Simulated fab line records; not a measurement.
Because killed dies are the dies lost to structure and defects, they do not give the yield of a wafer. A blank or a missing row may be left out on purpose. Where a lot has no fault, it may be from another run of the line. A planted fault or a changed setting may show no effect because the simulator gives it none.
Which tool is to blame? | flow sky130 | 36 wafers from 12 lots sampled at 6 of the route's 708 steps

WHAT THE GAUGES READ, wafer by wafer
SKY_CONTACT_THK_MEAS_01. Usual: CONTACT_CVD_00_THK 75.4 nm, standard deviation 0.94.
lot  | measured     | on           | CONTACT_CVD_00_THK (nm) | flag
L633 | day 30 10:16 | filmMetro-01 | 74.5 74.6 76.6          | 
L637 | day 31 18:35 | filmMetro-01 | 75.7 75.6 76.7          | 
L640 | day 32 19:41 | filmMetro-01 | 75.8 75.7 74.9          | 
L641 | day 33 04:30 | filmMetro-02 | 75.4 75.9 76.2          | 
L642 | day 33 11:34 | filmMetro-01 | 74.1 75.3 77.3          | 
L643 | day 33 18:39 | filmMetro-01 | 76.8 77.0 75.6          | 
L644 | day 34 06:07 | filmMetro-01 | 75.8 75.4 76.5          | 
L652 | day 36 15:10 | filmMetro-03 | 75.3 76.6 75.7          | 
L653 | day 36 22:10 | filmMetro-02 | 75.0 74.9 76.6          | 
L654 | day 37 00:44 | filmMetro-03 | 73.6 74.9 75.8          | 
L655 | day 37 11:42 | filmMetro-03 | 74.6 74.1 76.5          | 
L656 | day 37 18:40 | filmMetro-03 | 75.9 75.3 75.6          | 

SKY_CONTACT_CD_MEAS_14: target cd 170 nm. Usual: cdNm at 170.1 nm, with a standard deviation of 1.3.
lot  | measured     | on       | cdNm (nm)         | flag
L633 | day 31 14:24 | cdSem-01 | 168.6 167.8 167.9 | 
L637 | day 32 22:19 | cdSem-02 | 170.7 170.3 169.9 | 
L640 | day 33 22:38 | cdSem-01 | 169.7 169.5 169.3 | 
L641 | day 34 07:22 | cdSem-01 | 172.4 171.3 171.0 | 
L642 | day 34 13:26 | cdSem-02 | 169.6 170.4 170.4 | 
L643 | day 34 22:02 | cdSem-01 | 168.7 167.8 167.5 | 
L644 | day 35 09:08 | cdSem-02 | 171.0 170.6 171.4 | 
L652 | day 37 17:31 | cdSem-01 | 169.6 169.8 170.7 | 
L653 | day 38 01:02 | cdSem-02 | 169.7 169.6 168.8 | 
L654 | day 38 03:44 | cdSem-02 | 169.5 170.4 170.1 | 
L655 | day 38 13:04 | cdSem-01 | 167.9 168.7 167.8 | 
L656 | day 38 20:33 | cdSem-01 | 172.0 171.2 171.4 | 

SKY_CONTACT_RS_MEAS_25: the measuring method here is four-point-probe. Usual: CONTACT_W_RS 0.340 ohm/sq, standard deviation 0.0033.
lot  | measured     | on           | CONTACT_W_RS (ohm/sq) | flag
L633 | day 31 15:29 | filmMetro-01 | 0.336 0.337 0.339     | 
L637 | day 32 23:22 | filmMetro-03 | 0.338 0.339 0.340     | 
L640 | day 33 23:46 | filmMetro-02 | 0.333 0.334 0.332     | 
L641 | day 34 08:38 | filmMetro-02 | 0.346 0.345 0.342     | 
L642 | day 34 14:35 | filmMetro-02 | 0.346 0.342 0.342     | 
L643 | day 34 23:11 | filmMetro-01 | 0.237 0.238 0.238     | OFF
L644 | day 35 10:11 | filmMetro-01 | 0.238 0.238 0.236     | OFF
L652 | day 37 18:37 | filmMetro-01 | 0.342 0.339 0.344     | 
L653 | day 38 02:05 | filmMetro-02 | 0.340 0.338 0.343     | 
L654 | day 38 04:47 | filmMetro-01 | 0.341 0.340 0.345     | 
L655 | day 38 14:09 | filmMetro-03 | 0.339 0.334 0.334     | 
L656 | day 38 21:37 | filmMetro-01 | 0.336 0.342 0.342     | 

SKY_CONTACT_THK_MEAS_26: measures by xrf. Usual: CONTACT_W_THK 346 nm, standard deviation 4.4.
lot  | measured     | on           | CONTACT_W_THK (nm) | flag
L633 | day 31 15:35 | filmMetro-01 | 354 351 352        | 
L637 | day 32 23:29 | filmMetro-03 | 343 341 341        | 
L640 | day 33 23:52 | filmMetro-02 | 352 355 352        | 
L641 | day 34 08:44 | filmMetro-02 | 340 340 343        | 
L642 | day 34 14:42 | filmMetro-02 | 342 341 341        | 
L643 | day 34 23:17 | filmMetro-01 | 500 502 503        | OFF
L644 | day 35 10:18 | filmMetro-01 | 495 502 507        | OFF
L652 | day 37 18:44 | filmMetro-01 | 342 345 339        | 
L653 | day 38 02:12 | filmMetro-02 | 345 347 343        | 
L654 | day 38 04:54 | filmMetro-01 | 345 347 342        | 
L655 | day 38 14:16 | filmMetro-03 | 339 344 345        | 
L656 | day 38 21:43 | filmMetro-01 | 352 345 346        | 

WHICH TOOL RAN EACH LOT (tool, then ch and the chambers of the sampled wafers, then the start)
lot  | SKY_CONTACT_CMP_04            | SKY_CONTACT_CVD_24
L633 | cmp-01 ch 0,1,2, day 30 10:26 | cvdW-01 ch 0,1, day 31 15:22
L637 | cmp-02 ch 0,2,3, day 31 18:54 | cvdW-01 ch 1, day 32 23:16
L640 | cmp-01 ch 0,2, day 32 19:54   | cvdW-01 ch 0,1, day 33 23:38
L641 | cmp-01 ch 0,1,3, day 33 04:46 | cvdW-02 ch 1, day 34 08:27
L642 | cmp-02 ch 0,1, day 33 11:49   | cvdW-01 ch 0,1, day 34 14:28
L643 | cmp-02 ch 0,3, day 33 18:51   | cvdW-02 ch 0,1, day 34 23:03
L644 | cmp-01 ch 2,3, day 34 06:19   | cvdW-02 ch 0,1, day 35 10:04
L652 | cmp-01 ch 0,1, day 36 15:25   | cvdW-01 ch 1, day 37 18:31
L653 | cmp-01 ch 0,3, day 36 22:32   | cvdW-02 ch 1, day 38 01:58
L654 | cmp-01 ch 0,2,3, day 37 01:01 | cvdW-02 ch 0,1, day 38 04:40
L655 | cmp-01 ch 1,2, day 37 11:53   | cvdW-01 ch 0,1, day 38 14:02
L656 | cmp-01 ch 0,2, day 37 19:06   | cvdW-02 ch 0,1, day 38 21:29
- SKY_CONTACT_CMP_04: polishes SiO2.
- SKY_CONTACT_CVD_24: deposits W, target thk 340 nm, time 102.12 s.

AS READ BY THE TOOLS THEMSELVES (means over the sampled wafers that have a number; for cases with no such wafer, the mark the record gives instead)
SKY_CONTACT_CMP_04. Usual: motorCurrentA 11.8 A, standard deviation 1.5; timeToEndpointS 83 s, standard deviation 5.
lot  | tool   | motorCurrentA (A) | timeToEndpointS (s) | flag
L633 | cmp-01 | 12.5              | 82                  | 
L637 | cmp-02 | 12.2              | 82                  | 
L640 | cmp-01 | 11.1              | 83                  | 
L641 | cmp-01 | 12.3              | 81                  | 
L642 | cmp-02 | 11.6              | 82                  | 
L643 | cmp-02 | 12.5              | 79                  | 
L644 | cmp-01 | 11.7              | 87                  | 
L652 | cmp-01 | 11.3              | 86                  | 
L653 | cmp-01 | 10.9              | 89                  | 
L654 | cmp-01 | 11.3              | 87                  | 
L655 | cmp-01 | 14.1              | 86                  | 
L656 | cmp-01 | 10.8              | 87                  | 

SKY_CONTACT_CVD_24. Usual: heaterPowerW at 951 W, with a standard deviation of 62.
lot  | tool    | heaterPowerW (W) | flag
L633 | cvdW-01 | 962              | 
L637 | cvdW-01 | 996              | 
L640 | cvdW-01 | 957              | 
L641 | cvdW-02 | 859              | 
L642 | cvdW-01 | 966              | 
L643 | cvdW-02 | 963              | 
L644 | cvdW-02 | 904              | 
L652 | cvdW-01 | 999              | 
L653 | cvdW-02 | 860              | 
L654 | cvdW-02 | 913              | 
L655 | cvdW-01 | 963              | 
L656 | cvdW-02 | 963              | 

THE ANSWER, worked out from the rows above alone
Rule: a lot counts as off when the mean over its wafers that have a number is more than 3 standard deviations away from the usual mean. A lot without any number at a reading at which 4 lots or more have one is off too. Where the step has rows for the other lots, those lots are counted as sound. The gauges are gone through in route order, then the tools' own readings, and for those a lot's mean is taken as printed above. The first step at which some lot is off is used, and at that step the reading that is off furthest; a lot without a number counts as furthest.
Off: at SKY_CONTACT_RS_MEAS_25 (CONTACT_W_RS), L643, L644.
A tool fits if, at a process step before that reading, it ran every lot that is off, and no sound lot after the first of them. Gauges at SKY_CONTACT_RS_MEAS_25: tried the same way as those tools. Not one of the candidates tried fits.

WHAT THE SIMULATOR HAD PUT IN
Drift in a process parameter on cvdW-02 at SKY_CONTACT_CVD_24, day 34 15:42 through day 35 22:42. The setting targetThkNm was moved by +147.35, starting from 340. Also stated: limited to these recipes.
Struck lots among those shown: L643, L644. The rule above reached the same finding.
